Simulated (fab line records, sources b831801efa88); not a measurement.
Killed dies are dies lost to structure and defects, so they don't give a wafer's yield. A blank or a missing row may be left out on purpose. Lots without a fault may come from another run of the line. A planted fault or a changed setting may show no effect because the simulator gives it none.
Chamber matching | flow sky130 | SKY_SPACER_ETCHBACK_02 on rie_diel-02: 4 sister chambers
The step etches Si3N4 in CH3F/O2, stops on SiO2, time 46.7 s, target depth 45 nm. 7 wafers are shown with their chamber, then 6 later ones without.

WAFERS WITH THEIR CHAMBER
wafer  | chamber | drypump_motor_current_A (A) | oes_product_au (a.u.)
L760.4 | 3       | 6.2                         | 0.859
L779.2 | 1       | 5.2                         | 0.857
L779.3 | 2       | 5.8                         | 0.846
L779.5 | 0       | 5.5                         | 0.853
L780.1 | 0       | 5.6                         | 0.859
L780.2 | 1       | 5.2                         | 0.860
L780.4 | 2       | 5.7                         | 0.854

WAFERS WITHOUT THEIR CHAMBER
wafer  | drypump_motor_current_A (A) | oes_product_au (a.u.)
L781.4 | 5.6                         | 0.861
L781.5 | 5.5                         | 0.871
L781.6 | 5.2                         | 0.855
L783.1 | 5.7                         | 0.853
L783.4 | 5.7                         | 0.854
L783.5 | 5.2                         | 0.854

WHICH CHAMBER EACH WENT THROUGH
wafer  | from the rows above     | in truth
L781.4 | 0                       | 0
L781.5 | 0                       | 0
L781.6 | 1                       | 1
L783.1 | can't be placed: 2 or 0 | 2
L783.4 | can't be placed: 2 or 0 | 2
L783.5 | 1                       | 1
Placed correctly: 4 of 6. Can't be placed from these rows: 2 (the true chamber is among the candidates in 2). Placed wrongly: 0.
How it was worked out, from the rows above alone: a wafer's distance from a chamber is the root of the sum, over the readings, of the square of ((its reading less the chamber's mean) divided by the reading's scatter). The wafer belongs to the nearest chamber; if the next one is less than 2 further off, it can't be placed. A chamber's mean is the mean of its shown wafers. The scatter: the root of (the sum of the squares of (reading less its chamber's mean) over the shown wafers, divided by (wafers less chambers)).
